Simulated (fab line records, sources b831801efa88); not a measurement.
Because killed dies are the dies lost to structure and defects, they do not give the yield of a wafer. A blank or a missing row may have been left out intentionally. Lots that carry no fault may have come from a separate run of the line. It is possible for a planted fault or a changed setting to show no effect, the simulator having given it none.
A sampling plan put to the test + flow sfq line + each of the 56 faults these records tell of, on one fab line, judged from the records of the lots it struck
The plan is the line's own looks: the steps of the route at which a gauge or an inspection reads the wafer and doesn't change it. A look is open to judgement when struck wafers have a number at it and the file gives its usual mean and standard deviation on fault-free wafers. Caught: a look later than the fault's first step finds the struck wafers' mean 4 or more of those standard deviations (sigma) from the usual mean. On the tool: here the same test is run on the tool's own readings at the fault's steps. A different recipe on the struck wafers counts as caught too, as does a record blank only for those wafers.

THE FAULTS, as the simulator had put them in
1. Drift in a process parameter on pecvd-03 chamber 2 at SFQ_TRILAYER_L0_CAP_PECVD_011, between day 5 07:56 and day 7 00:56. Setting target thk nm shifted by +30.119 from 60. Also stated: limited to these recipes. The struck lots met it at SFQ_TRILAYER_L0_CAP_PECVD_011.
2. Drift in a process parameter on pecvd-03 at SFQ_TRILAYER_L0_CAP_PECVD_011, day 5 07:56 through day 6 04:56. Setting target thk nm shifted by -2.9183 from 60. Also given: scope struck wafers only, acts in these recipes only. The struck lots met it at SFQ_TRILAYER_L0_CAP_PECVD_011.
3. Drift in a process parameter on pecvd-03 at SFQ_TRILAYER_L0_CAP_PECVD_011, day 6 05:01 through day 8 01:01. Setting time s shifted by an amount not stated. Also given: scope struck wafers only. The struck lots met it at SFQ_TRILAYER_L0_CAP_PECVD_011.
4. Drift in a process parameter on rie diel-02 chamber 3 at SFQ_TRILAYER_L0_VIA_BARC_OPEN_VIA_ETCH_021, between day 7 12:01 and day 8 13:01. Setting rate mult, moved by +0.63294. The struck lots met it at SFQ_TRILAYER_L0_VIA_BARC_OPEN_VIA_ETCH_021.
5. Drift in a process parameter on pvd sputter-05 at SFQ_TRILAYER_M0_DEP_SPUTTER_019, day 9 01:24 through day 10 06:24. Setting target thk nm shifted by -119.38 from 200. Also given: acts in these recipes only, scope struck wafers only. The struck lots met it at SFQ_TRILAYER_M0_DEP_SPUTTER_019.
6. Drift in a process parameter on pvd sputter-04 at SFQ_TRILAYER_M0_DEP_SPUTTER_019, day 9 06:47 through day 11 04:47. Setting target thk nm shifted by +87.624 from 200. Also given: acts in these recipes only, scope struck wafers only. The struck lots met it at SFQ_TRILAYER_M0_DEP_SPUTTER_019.
7. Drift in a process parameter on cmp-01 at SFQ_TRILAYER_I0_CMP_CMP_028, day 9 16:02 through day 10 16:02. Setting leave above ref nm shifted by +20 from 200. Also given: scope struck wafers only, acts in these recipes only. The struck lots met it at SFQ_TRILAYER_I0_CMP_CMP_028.
8. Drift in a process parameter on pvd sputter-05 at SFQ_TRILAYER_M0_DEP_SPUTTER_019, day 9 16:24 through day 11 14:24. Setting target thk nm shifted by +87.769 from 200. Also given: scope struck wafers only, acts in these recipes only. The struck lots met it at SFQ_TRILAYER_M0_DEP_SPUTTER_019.
9. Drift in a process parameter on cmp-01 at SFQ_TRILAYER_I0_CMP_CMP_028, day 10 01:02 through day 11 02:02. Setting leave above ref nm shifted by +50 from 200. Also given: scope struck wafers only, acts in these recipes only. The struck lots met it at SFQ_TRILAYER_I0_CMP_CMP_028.
10. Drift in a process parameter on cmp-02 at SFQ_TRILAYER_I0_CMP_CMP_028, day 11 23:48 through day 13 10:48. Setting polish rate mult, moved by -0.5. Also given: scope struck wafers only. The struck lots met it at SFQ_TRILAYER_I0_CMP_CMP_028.
11. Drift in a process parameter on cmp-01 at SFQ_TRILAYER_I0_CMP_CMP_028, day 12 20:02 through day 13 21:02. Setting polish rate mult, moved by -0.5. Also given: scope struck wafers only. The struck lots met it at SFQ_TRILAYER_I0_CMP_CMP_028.
12. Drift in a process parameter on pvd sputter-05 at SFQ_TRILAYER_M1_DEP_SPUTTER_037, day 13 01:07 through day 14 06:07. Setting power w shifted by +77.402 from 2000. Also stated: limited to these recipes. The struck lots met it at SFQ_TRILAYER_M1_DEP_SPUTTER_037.
13. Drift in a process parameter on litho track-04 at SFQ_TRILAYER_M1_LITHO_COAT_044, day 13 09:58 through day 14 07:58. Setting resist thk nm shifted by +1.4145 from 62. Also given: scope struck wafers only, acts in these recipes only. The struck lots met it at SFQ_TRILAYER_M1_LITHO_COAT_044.
14. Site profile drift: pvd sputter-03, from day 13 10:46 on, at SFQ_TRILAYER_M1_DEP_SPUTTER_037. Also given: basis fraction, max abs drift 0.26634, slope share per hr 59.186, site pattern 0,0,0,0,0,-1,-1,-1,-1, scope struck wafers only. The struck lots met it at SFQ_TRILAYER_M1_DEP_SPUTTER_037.
15. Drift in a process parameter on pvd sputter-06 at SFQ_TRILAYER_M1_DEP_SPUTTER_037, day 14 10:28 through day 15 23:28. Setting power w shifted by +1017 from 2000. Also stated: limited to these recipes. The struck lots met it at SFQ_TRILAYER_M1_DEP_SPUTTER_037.
16. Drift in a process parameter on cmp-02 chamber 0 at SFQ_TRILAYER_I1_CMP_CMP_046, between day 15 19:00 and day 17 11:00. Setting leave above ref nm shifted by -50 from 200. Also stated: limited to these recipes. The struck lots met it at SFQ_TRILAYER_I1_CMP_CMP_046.
17. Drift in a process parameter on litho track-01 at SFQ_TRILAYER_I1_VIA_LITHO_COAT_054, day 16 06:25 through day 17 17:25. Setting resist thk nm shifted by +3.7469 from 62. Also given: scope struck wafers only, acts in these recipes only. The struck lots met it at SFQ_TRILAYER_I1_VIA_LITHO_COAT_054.
18. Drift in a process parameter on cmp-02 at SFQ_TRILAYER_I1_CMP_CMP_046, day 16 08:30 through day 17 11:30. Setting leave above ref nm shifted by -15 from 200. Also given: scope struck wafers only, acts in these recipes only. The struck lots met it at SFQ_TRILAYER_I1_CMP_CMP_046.
19. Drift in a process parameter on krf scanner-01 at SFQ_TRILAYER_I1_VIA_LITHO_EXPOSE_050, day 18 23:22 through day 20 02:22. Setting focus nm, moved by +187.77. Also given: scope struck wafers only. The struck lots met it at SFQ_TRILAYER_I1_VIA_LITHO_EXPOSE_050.
20. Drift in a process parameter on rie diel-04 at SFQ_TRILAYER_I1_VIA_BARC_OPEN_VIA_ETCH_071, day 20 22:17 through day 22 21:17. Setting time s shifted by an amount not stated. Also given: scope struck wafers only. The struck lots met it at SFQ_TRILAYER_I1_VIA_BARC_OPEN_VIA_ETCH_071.
21. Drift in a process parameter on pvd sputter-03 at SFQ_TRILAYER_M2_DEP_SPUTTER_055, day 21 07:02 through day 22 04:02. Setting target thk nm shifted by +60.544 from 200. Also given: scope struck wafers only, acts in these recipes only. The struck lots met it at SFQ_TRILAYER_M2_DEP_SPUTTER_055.
22. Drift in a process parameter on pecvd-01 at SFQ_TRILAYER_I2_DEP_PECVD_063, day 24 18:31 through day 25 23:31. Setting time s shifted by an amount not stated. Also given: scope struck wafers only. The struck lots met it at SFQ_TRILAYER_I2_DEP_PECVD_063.
23. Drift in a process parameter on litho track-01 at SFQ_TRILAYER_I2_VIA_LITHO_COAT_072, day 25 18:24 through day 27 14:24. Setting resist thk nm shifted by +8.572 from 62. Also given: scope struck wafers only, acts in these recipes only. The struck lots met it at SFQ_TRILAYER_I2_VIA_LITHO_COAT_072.
24. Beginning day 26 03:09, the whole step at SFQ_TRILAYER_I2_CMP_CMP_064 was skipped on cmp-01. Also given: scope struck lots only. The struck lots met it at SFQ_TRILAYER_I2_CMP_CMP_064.
25. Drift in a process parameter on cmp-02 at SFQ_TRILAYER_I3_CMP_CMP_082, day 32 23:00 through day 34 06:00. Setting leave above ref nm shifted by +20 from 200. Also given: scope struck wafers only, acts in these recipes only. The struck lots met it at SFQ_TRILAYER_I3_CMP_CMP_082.
26. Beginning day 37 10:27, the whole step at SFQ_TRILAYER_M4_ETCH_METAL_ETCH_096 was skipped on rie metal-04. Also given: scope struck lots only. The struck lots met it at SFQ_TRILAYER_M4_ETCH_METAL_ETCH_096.
27. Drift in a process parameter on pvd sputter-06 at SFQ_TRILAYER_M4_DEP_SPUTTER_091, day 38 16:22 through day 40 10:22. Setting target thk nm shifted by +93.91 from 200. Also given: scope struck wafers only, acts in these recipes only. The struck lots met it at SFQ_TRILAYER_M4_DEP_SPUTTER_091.
28. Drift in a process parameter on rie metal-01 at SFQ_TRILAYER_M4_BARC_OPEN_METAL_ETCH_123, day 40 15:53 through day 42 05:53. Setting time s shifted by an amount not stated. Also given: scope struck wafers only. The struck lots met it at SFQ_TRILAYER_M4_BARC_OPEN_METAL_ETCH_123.
29. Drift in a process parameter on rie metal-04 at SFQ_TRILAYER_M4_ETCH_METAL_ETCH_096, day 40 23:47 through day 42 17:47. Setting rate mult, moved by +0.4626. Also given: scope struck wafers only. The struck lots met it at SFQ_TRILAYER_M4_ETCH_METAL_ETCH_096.
30. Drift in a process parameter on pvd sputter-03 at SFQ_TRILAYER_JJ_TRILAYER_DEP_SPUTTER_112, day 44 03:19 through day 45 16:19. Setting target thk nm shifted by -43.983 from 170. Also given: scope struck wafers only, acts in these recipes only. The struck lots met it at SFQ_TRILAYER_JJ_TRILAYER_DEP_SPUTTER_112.
31. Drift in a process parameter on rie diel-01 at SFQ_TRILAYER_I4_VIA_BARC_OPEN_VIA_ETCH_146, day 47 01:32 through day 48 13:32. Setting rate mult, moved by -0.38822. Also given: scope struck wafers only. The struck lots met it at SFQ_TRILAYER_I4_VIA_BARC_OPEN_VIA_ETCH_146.
32. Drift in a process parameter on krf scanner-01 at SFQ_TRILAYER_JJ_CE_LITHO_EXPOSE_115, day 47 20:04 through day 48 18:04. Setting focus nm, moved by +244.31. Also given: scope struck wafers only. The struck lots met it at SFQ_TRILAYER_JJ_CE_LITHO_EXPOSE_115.
33. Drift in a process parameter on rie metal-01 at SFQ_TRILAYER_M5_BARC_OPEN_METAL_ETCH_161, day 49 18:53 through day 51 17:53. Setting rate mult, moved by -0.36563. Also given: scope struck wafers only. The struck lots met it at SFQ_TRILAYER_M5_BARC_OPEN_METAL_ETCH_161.
34. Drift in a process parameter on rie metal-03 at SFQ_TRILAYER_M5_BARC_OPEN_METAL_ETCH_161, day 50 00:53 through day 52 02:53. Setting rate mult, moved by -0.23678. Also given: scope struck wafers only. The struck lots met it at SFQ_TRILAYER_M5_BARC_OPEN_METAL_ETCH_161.
35. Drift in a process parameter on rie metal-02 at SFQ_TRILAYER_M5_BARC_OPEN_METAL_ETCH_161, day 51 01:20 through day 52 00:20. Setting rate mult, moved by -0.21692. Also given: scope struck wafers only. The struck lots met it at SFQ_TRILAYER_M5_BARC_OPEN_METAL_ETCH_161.
36. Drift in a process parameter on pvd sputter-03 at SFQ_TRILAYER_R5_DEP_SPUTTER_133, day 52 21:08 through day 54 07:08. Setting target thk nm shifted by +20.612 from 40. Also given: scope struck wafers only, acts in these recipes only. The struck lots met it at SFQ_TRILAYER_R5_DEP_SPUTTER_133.
37. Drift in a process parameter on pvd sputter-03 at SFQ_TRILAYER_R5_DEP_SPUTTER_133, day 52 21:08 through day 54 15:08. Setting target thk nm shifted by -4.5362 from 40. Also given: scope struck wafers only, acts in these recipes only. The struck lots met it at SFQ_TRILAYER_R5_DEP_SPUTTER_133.
38. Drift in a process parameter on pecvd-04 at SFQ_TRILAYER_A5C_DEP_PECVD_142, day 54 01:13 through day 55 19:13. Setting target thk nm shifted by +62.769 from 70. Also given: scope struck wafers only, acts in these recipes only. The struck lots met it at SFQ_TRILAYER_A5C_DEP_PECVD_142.
39. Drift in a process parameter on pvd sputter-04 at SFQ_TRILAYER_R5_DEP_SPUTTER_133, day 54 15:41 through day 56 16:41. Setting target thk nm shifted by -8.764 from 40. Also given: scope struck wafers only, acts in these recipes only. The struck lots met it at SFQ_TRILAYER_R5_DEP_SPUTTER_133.
40. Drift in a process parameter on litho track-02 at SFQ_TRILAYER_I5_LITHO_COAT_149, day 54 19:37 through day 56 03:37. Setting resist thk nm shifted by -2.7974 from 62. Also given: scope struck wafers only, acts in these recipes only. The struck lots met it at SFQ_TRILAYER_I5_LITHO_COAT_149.
41. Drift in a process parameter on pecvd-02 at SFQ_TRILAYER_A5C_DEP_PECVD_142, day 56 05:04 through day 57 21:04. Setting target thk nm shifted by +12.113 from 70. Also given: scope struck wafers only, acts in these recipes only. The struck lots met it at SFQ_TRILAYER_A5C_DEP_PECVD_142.
42. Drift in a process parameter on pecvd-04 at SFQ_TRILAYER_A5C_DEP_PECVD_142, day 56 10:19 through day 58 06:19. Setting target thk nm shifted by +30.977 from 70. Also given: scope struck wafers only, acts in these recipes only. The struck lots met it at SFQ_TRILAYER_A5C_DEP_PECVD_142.
43. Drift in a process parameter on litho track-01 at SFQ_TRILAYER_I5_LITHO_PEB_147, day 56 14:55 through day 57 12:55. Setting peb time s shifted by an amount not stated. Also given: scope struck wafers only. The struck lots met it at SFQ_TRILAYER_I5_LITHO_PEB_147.
44. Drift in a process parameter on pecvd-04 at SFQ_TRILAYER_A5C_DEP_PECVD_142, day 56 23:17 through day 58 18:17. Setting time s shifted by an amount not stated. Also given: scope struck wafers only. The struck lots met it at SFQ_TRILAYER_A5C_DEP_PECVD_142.
45. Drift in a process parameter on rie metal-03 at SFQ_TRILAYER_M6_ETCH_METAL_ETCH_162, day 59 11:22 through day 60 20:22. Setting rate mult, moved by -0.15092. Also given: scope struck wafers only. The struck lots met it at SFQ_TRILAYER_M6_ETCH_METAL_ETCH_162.
46. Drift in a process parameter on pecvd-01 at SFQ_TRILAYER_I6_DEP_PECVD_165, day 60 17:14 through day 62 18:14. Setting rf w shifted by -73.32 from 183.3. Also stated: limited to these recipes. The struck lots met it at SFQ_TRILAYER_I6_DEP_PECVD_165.
47. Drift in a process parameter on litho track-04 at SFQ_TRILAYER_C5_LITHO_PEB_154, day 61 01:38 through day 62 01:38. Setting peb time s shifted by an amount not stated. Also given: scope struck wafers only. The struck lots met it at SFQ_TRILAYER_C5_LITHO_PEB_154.
48. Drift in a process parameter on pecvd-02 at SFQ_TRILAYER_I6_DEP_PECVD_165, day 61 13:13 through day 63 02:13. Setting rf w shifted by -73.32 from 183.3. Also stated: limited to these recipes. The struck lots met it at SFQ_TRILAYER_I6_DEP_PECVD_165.
49. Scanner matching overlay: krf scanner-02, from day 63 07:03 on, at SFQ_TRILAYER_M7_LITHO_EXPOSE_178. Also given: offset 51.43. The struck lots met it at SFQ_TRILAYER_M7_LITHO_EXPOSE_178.
50. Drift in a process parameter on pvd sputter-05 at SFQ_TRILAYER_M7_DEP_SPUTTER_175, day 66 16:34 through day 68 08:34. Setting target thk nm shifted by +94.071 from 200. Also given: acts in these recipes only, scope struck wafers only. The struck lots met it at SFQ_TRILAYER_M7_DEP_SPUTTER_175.
51. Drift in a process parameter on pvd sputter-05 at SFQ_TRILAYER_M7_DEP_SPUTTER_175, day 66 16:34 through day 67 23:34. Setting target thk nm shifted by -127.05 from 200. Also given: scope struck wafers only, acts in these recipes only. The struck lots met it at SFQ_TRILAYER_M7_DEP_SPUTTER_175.
52. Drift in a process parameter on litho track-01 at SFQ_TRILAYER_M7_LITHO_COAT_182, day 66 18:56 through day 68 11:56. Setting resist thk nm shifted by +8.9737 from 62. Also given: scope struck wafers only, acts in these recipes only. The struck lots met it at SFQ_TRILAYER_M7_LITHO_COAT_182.
53. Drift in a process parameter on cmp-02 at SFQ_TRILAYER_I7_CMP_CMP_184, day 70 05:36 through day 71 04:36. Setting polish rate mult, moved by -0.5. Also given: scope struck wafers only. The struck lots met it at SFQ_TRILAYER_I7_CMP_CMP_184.
54. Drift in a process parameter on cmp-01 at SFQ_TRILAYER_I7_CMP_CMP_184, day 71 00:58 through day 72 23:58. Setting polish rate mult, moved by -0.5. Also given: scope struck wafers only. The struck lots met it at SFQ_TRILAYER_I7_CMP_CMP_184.
55. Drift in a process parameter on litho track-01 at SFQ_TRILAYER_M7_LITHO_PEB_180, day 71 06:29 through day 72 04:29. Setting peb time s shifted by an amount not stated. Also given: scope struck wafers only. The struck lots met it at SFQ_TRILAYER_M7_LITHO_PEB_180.
56. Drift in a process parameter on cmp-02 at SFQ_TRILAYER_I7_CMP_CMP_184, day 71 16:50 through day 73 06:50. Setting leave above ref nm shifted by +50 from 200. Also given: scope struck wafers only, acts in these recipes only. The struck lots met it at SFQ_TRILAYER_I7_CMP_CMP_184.

WHAT THE PLAN SAW
| fault | on the tool itself                               | first look that catches it                      | reading, sigma                                  | median hours from its first step to that look | hours from the fault's start to the first struck lot there | judged looks passed uncaught |
|-------|--------------------------------------------------|-------------------------------------------------|-------------------------------------------------|-----------------------------------------------|------------------------------------------------------------|------------------------------|
| 1     | under 2 sigma                                    | no look after it can be judged                  | -                                               | -                                             | -                                                          | 0                            |
| 2     | under 2 sigma                                    | no look after it can be judged                  | -                                               | -                                             | -                                                          | 0                            |
| 3     | under 2 sigma                                    | not the one look that can be judged after it    | -                                               | -                                             | -                                                          | 1                            |
| 4     | under 2 sigma                                    | no look after it can be judged                  | -                                               | -                                             | -                                                          | 0                            |
| 5     | under 2 sigma                                    | SFQ_M0_RS_MEAS_904                              | M0_NB_RS +99 or beyond                          | 0.1                                           | 5                                                          | 0                            |
| 6     | under 2 sigma                                    | SFQ_M0_RS_MEAS_904                              | M0_NB_RS -23                                    | 0.1                                           | 20                                                         | 0                            |
| 7     | under 2 sigma                                    | not the one look that can be judged after it    | -                                               | -                                             | -                                                          | 1                            |
| 8     | under 2 sigma                                    | SFQ_M0_RS_MEAS_904                              | M0_NB_RS -22                                    | 0.1                                           | 3                                                          | 0                            |
| 9     | time to endpoint s -4.0 sigma                    | no look after it can be judged                  | -                                               | -                                             | -                                                          | 0                            |
| 10    | time to endpoint s +8.0 sigma                    | no look after it can be judged                  | -                                               | -                                             | -                                                          | 0                            |
| 11    | time to endpoint s +8.4 sigma                    | no look after it can be judged                  | -                                               | -                                             | -                                                          | 0                            |
| 12    | cathode dc power W +99 or beyond sigma           | none of the 5 looks that can be judged after it | strongest: M1_NB_RS at SFQ_M1_RS_MEAS_909, -2.1 | -                                             | -                                                          | 5                            |
| 13    | no reading that can be judged                    | not the one look that can be judged after it    | -                                               | -                                             | -                                                          | 1                            |
| 14    | under 2 sigma                                    | SFQ_M1_RS_MEAS_909                              | M1_NB_RS +8.0                                   | 0.1                                           | 25                                                         | 0                            |
| 15    | cathode dc power W +99 or beyond sigma           | SFQ_M1_RS_MEAS_909                              | M1_NB_RS -17                                    | 0.1                                           | 3                                                          | 0                            |
| 16    | only faintly: time to endpoint s +3.5 sigma      | not the one look that can be judged after it    | -                                               | -                                             | -                                                          | 1                            |
| 17    | no reading that can be judged                    | no look after it can be judged                  | -                                               | -                                             | -                                                          | 0                            |
| 18    | under 2 sigma                                    | no look after it can be judged                  | -                                               | -                                             | -                                                          | 0                            |
| 19    | no reading that can be judged                    | not the one look that can be judged after it    | -                                               | -                                             | -                                                          | 1                            |
| 20    | run length s +11 sigma                           | no look after it can be judged                  | -                                               | -                                             | -                                                          | 0                            |
| 21    | under 2 sigma                                    | SFQ_M2_RS_MEAS_914                              | M2_NB_RS -14                                    | 0.1                                           | 4                                                          | 0                            |
| 22    | run length s -43 sigma                           | not the one look that can be judged after it    | -                                               | -                                             | -                                                          | 1                            |
| 23    | no reading that can be judged                    | no look after it can be judged                  | -                                               | -                                             | -                                                          | 0                            |
| 24    | the tool's record is blank for the struck wafers | no look after it can be judged                  | -                                               | -                                             | -                                                          | 0                            |
| 25    | under 2 sigma                                    | no look after it can be judged                  | -                                               | -                                             | -                                                          | 0                            |
| 26    | no reading that can be judged                    | none of the 4 looks that can be judged after it | -                                               | -                                             | -                                                          | 4                            |
| 27    | under 2 sigma                                    | SFQ_M4_RS_MEAS_924                              | M4_NB_RS -28                                    | 0.1                                           | 6                                                          | 0                            |
| 28    | oes product au +13 sigma                         | no look after it can be judged                  | -                                               | -                                             | -                                                          | 0                            |
| 29    | under 2 sigma                                    | no look after it can be judged                  | -                                               | -                                             | -                                                          | 0                            |
| 30    | under 2 sigma                                    | SFQ_JJ_RS_MEAS_929                              | JJ_NB_RS +23                                    | 0.1                                           | 4                                                          | 0                            |
| 31    | under 2 sigma                                    | no look after it can be judged                  | -                                               | -                                             | -                                                          | 0                            |
| 32    | no reading that can be judged                    | not the one look that can be judged after it    | -                                               | -                                             | -                                                          | 1                            |
| 33    | under 2 sigma                                    | no look after it can be judged                  | -                                               | -                                             | -                                                          | 0                            |
| 34    | under 2 sigma                                    | no look after it can be judged                  | -                                               | -                                             | -                                                          | 0                            |
| 35    | under 2 sigma                                    | no look after it can be judged                  | -                                               | -                                             | -                                                          | 0                            |
| 36    | under 2 sigma                                    | SFQ_R5_RS_MEAS_933                              | R5_MONX_RS -19                                  | 0.1                                           | 3                                                          | 0                            |
| 37    | under 2 sigma                                    | SFQ_R5_RS_MEAS_933                              | R5_MONX_RS +5.8                                 | 0.1                                           | 3                                                          | 0                            |
| 38    | under 2 sigma                                    | not the one look that can be judged after it    | -                                               | -                                             | -                                                          | 1                            |
| 39    | under 2 sigma                                    | SFQ_R5_RS_MEAS_933                              | R5_MONX_RS +15                                  | 0.1                                           | 6                                                          | 0                            |
| 40    | no reading that can be judged                    | no look after it can be judged                  | -                                               | -                                             | -                                                          | 0                            |
| 41    | under 2 sigma                                    | no look after it can be judged                  | -                                               | -                                             | -                                                          | 0                            |
| 42    | under 2 sigma                                    | no look after it can be judged                  | -                                               | -                                             | -                                                          | 0                            |
| 43    | heater power total W +17 sigma                   | not the one look that can be judged after it    | -                                               | -                                             | -                                                          | 1                            |
| 44    | under 2 sigma                                    | none of the 2 looks that can be judged after it | -                                               | -                                             | -                                                          | 2                            |
| 45    | under 2 sigma                                    | no look after it can be judged                  | -                                               | -                                             | -                                                          | 0                            |
| 46    | rf fwd power W -99 or beyond sigma               | no look after it can be judged                  | -                                               | -                                             | -                                                          | 0                            |
| 47    | no reading that can be judged                    | not the one look that can be judged after it    | -                                               | -                                             | -                                                          | 1                            |
| 48    | rf fwd power W -99 or beyond sigma               | no look after it can be judged                  | -                                               | -                                             | -                                                          | 0                            |
| 49    | no reading that can be judged                    | SFQ_M7_OVL_MEAS_945                             | M7_OVL +9.6                                     | 1.5                                           | 7                                                          | 0                            |
| 50    | under 2 sigma                                    | SFQ_M7_RS_MEAS_943                              | M7_NB_RS -24                                    | 0.1                                           | 7                                                          | 0                            |
| 51    | under 2 sigma                                    | SFQ_M7_RS_MEAS_943                              | M7_NB_RS +99 or beyond                          | 0.1                                           | 7                                                          | 0                            |
| 52    | under 2 sigma                                    | no look after it can be judged                  | -                                               | -                                             | -                                                          | 0                            |
| 53    | time to endpoint s +9.2 sigma                    | none of the 2 looks that can be judged after it | -                                               | -                                             | -                                                          | 2                            |
| 54    | time to endpoint s +8.3 sigma                    | none of the 2 looks that can be judged after it | -                                               | -                                             | -                                                          | 2                            |
| 55    | no reading that can be judged                    | not the one look that can be judged after it    | -                                               | -                                             | -                                                          | 1                            |
| 56    | time to endpoint s -4.8 sigma                    | no look after it can be judged                  | -                                               | -                                             | -                                                          | 0                            |
Dash: fault not caught, or number not given in these records.

Caught at a look: 14 of 56. Caught on the tool: 15 of 56. By one or the other: 28 of 56.
On the tool alone, faults 9, 10, 11, 12, 20, 22, 24, 28, 43, 46, 48, 53, 54, 56 were caught.
Caught at a look alone: faults 5, 6, 8, 14, 21, 27, 30, 36, 37, 39, 49, 50, 51.
Caught by neither: faults 1, 2, 3, 4, 7, 13, 16, 17, 18, 19, 23, 25, 26, 29, 31, 32, 33, 34, 35, 38, 40, 41, 42, 44, 45, 47, 52, 55.

THINNER SAMPLING
In the worst case, this is how late the first struck lot would be measured if the look that catches a fault measured only every second or every third lot, by lot number:
| fault | struck lots at that look, in order of time | every lot | every second lot | every third lot |
|-------|--------------------------------------------|-----------|------------------|-----------------|
| 5     | L366, L367, L368                           | 5 h       | 12 h             | 18 h            |
| 6     | L598, L601                                 | 20 h      | 37 h             | may miss all 2  |
| 8     | L958, L961, L964                           | 3 h       | 20 h             | may miss all 3  |
| 14    | L313                                       | 25 h      | may miss it      | may miss it     |
| 15    | L595, L597                                 | 3 h       | may miss all 2   | may miss all 2  |
| 21    | L519, L520                                 | 4 h       | 15 h             | may miss all 2  |
| 27    | L386, L388                                 | 6 h       | may miss all 2   | may miss all 2  |
| 30    | L805, L808                                 | 4 h       | 21 h             | may miss all 2  |
| 36    | L424, L429                                 | 3 h       | 31 h             | may miss all 2  |
| 37    | L266                                       | 3 h       | may miss it      | may miss it     |
| 39    | L621, L623                                 | 6 h       | may miss all 2   | may miss all 2  |
| 49    | L716, L717, L718, L719                     | 7 h       | 18 h             | 30 h            |
| 50    | L789                                       | 7 h       | may miss it      | may miss it     |
| 51    | L801, L804                                 | 7 h       | 19 h             | may miss all 2  |
Hours are from the fault's start to the first struck lot that is measured. Since the struck wafers were tested as one group against 4 sigma, a single lot by itself may lie under the limit. Other struck lots may not be in these records.

THE LONGEST TIMED WAY FROM STEP TO LOOK
Fault 49: a median of 1.5 hours passes between SFQ_TRILAYER_M7_LITHO_EXPOSE_178 and SFQ_M7_OVL_MEAS_945. No look between them can be judged.
